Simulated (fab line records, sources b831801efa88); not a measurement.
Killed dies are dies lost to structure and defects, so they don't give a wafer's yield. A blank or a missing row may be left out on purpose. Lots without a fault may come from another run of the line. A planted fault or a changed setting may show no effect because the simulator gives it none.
Comparing a struck lot with a sound one :: flow sky130 :: 43 steps out of a route of 708
Sound: the wafers L330.2, L330.4, L330.5. Struck: wafer L336.1. (L336.3, L336.6 of the same lot were not struck and are left out.) The cause comes at the end.
Each step with rows lists, per side, the tool, then ch with its chambers, then its first start. Under that, the readings that differ: sound wafers :: struck wafers :: difference of the means :: sigmas: that difference in standard deviations of wafers without a fault.
alike: readings with means less than 2 such deviations apart, plus words and numbers identical on both sides. not compared: withheld readings, readings lacking a value on some wafer, bounds such as >300 that could conceal the same value, and numbers that have no deviation in the record and whose values overlap.
The two part at a step that has a row with sigmas, a row that says differs or no value, or rows on one side only. Non-overlapping numbers with no deviation appear without sigmas and do not part them. A reading missing from all wafers of one side parts the sides only when that side holds two or more wafers.

first, 1 step without rows for these wafers: SKY_METAL1_DEVELOP_14 (develop time 60 s).
SKY_METAL1_CD_MEAS_15 targets a cd of 140 nm.
  struck on cd_sem-02, day 36 04:10; sound on cd_sem-02, day 34 07:05
  alike: cd_nm
SKY_METAL1_OVL_MEAS_16:
  struck on overlay-01, day 36 04:17; sound on overlay-02, day 34 07:11
reading: METAL1_OVL (nm)
sound: 2 -1 -1
struck: -11
difference: -11
sigmas: -2
then, 2 steps without rows for these wafers: SKY_METAL1_DESCUM_17 (chemistry O2, time 8 s); SKY_METAL1_ETCH_18 (etches BARC in N2/H2, stops on SiO2, time 45.9 s, target depth 60 nm).
SKY_METAL1_METAL_ETCH_19: etches the open film in Cl2/BCl3, stops on SiO2, target depth 360 nm, time 78 s.
  sound on rie_metal-01 ch 0, day 34 07:26; struck on rie_metal-03 ch 1, day 36 04:25
reading: rf_hours_counter_h (h)
sound: - - -
struck: 14
difference: no value on the sound wafers
sigmas: 
  alike: drypump_motor_current_A, oes_product_au, throttle_valve_pct
SKY_METAL1_STRIP_20: strips in O2/N2.
  sound on plasma_asher-04 ch 1, day 34 07:35; struck on plasma_asher-04 ch 1, day 36 04:31
  alike: drypump_motor_current_A, oes_product_au, strip_time_to_endpoint_s
  not compared: rf_hours_counter_h
then, 4 steps without rows for these wafers: SKY_METAL1_STRIP_21 (strips in post etch residue remover, time 1200 s); SKY_METAL1_CLEAN_22 (cleans in IPA, time 180 s); SKY_METAL1_CLEAN_23 (cleans in O3/DIW); SKY_VIA1_HDPCVD_00 (deposits SiO2, target thk 1030 nm, time 171.7 s).
SKY_VIA1_THK_MEAS_01:
  struck on film_metro-02, day 36 05:39; sound on film_metro-01, day 34 08:18
reading: VIA1_HDPCVD_THK (nm)
sound: 1019 1019 1001
struck: 1037
difference: +24
sigmas: +2
SKY_VIA1_CMP_02: polishes SiO2.
  sound on cmp-01 ch 0,1,3, day 34 08:27; struck on cmp-01 ch 1, day 36 05:43
reading: model.SiO2_of_VIA1_HDPCVD_00.thk_nm (nm)
sound: 343.7 342 344.2
struck: 379
difference: +36
sigmas: 
  alike: motor_current_A, slurry_filter_dp_kPa
SKY_VIA1_BOW_MEAS_03:
  struck on film_metro-02, day 36 06:01; sound on film_metro-03, day 34 08:40
  alike: VIA1_BOW
then, 8 steps without rows for these wafers: SKY_VIA1_DEHYDRATE_04 (time 60 s); SKY_VIA1_HMDS_05 (prime time 60 s); SKY_VIA1_COAT_06 (resist thk 60 nm); SKY_VIA1_COAT_07 (resist thk 450 nm); SKY_VIA1_SOFTBAKE_08 (time 90 s); SKY_VIA1_EXPOSE_09 (exposes mask VIM, target cd 150 nm); SKY_VIA1_PEB_10; SKY_VIA1_DEVELOP_11 (develop time 60 s).
SKY_VIA1_CD_MEAS_12 targets a cd of 150 nm.
  struck on cd_sem-02, day 37 07:37; sound on cd_sem-02, day 35 11:04
  alike: cd_nm
SKY_VIA1_OVL_MEAS_13:
  struck on overlay-02, day 37 07:44; sound on overlay-01, day 35 11:11
  alike: VIA1_OVL
SKY_VIA1_ETCH_14: etches BARC in N2/H2, stops on SiO2, time 45.9 s, target depth 60 nm.
  sound on rie_diel-04 ch 1,2,3, day 35 11:13; struck on rie_diel-02 ch 1, day 37 07:46
  alike: drypump_motor_current_A, h2_flow_sccm, oes_product_au, throttle_valve_pct
  not compared: rf_hours_counter_h
SKY_VIA1_ETCH_15: etches SiO2 in C4F8/O2/Ar, stops on TiN, target depth 351 nm, time 54 s.
  sound on rie_diel-04 ch 1,2,3, day 35 11:15; struck on rie_diel-02 ch 1, day 37 07:49
reading: oes_product_au (a.u.)
sound: 0.989 0.968 0.978
struck: 1.026
difference: +0.048
sigmas: +7

reading: model.etch.depth_nm (nm)
sound: 343.7 342 344.2
struck: 363.8
difference: +20.5
sigmas: 

reading: model.VIA1.feature_depth_nm (nm)
sound: 343.7 342 344.2
struck: 363.8
difference: +20.5
sigmas: 
  not compared: rf_hours_counter_h
then, 5 steps without rows for these wafers: SKY_VIA1_STRIP_16 (strips in O2/N2); SKY_VIA1_STRIP_17 (strips in post etch residue remover, time 1200 s); SKY_VIA1_CLEAN_18 (cleans in IPA, time 180 s); SKY_VIA1_CLEAN_19 (cleans in O3/DIW); SKY_VIA1_SPUTTER_20 (material TiN, target thk 20 nm, time 80 s).
SKY_VIA1_CVD_21: deposits W, target thk 270 nm, time 80.902 s.
  sound on cvd_w-01 ch 0,1, day 35 11:57; struck on cvd_w-01 ch 0, day 37 08:31
  alike: chamber_pressure_Torr, heater_power_w
SKY_VIA1_RS_MEAS_22: uses a four-point probe to measure.
  struck on film_metro-01, day 37 08:36; sound on film_metro-02, day 35 12:04
  alike: VIA1_W_RS
SKY_VIA1_THK_MEAS_23: measures by xrf.
  struck on film_metro-01, day 37 08:43; sound on film_metro-02, day 35 12:10
  alike: VIA1_W_THK
then, 5 steps without rows for these wafers: SKY_VIA1_CMP_24 (polishes, stops on SiO2, t overpolish 15 s, target thk 0 nm); SKY_METAL2_SPUTTER_00 (material Ti, target thk 15 nm, time 10 s); SKY_METAL2_SPUTTER_01 (material TiN, target thk 20 nm, time 16.7 s); SKY_METAL2_SPUTTER_02 (material AlCu, target thk 250 nm, time 13.3 s); SKY_METAL2_SPUTTER_03 (material Ti, target thk 5 nm, time 3.3 s).
SKY_METAL2_SPUTTER_04: material TiN, target thk 70 nm, time 58.3 s.
  struck on pvd_sputter-03, day 37 09:10; sound on pvd_sputter-04, day 35 12:37
  alike: throttle_valve_pct
SKY_METAL2_RS_MEAS_05: uses a four-point probe to measure.
  struck on film_metro-01, day 37 09:13; sound on film_metro-02, day 35 12:41
  alike: METAL2_ALCU_RS
SKY_METAL2_THK_MEAS_06: measures by xrf.
  struck on film_metro-01, day 37 09:20; sound on film_metro-02, day 35 12:47
  alike: METAL2_ALCU_THK
SKY_METAL2_METAL_ETCH_19: etches the open film in Cl2/BCl3, stops on SiO2, target depth 360 nm, time 78 s.
  sound on rie_metal-03 ch 0,1, day 36 15:13; struck on rie_metal-04 ch 0, day 38 11:27
reading: drypump_motor_current_A (A)
sound: 5.41 5.40 5.79
struck: 6.19
difference: +0.66
sigmas: +3

reading: model.SiO2_of_VIA1_HDPCVD_00.thk_nm (nm)
sound: 329.6 327.9 330
struck: 365.3
difference: +36.1
sigmas: 
  alike: oes_product_au, throttle_valve_pct
  not compared: rf_hours_counter_h

WHERE THEY PART
Earliest at SKY_METAL1_OVL_MEAS_16; latest, in this record, at SKY_METAL2_METAL_ETCH_19.

WHY: the cause the simulator had injected
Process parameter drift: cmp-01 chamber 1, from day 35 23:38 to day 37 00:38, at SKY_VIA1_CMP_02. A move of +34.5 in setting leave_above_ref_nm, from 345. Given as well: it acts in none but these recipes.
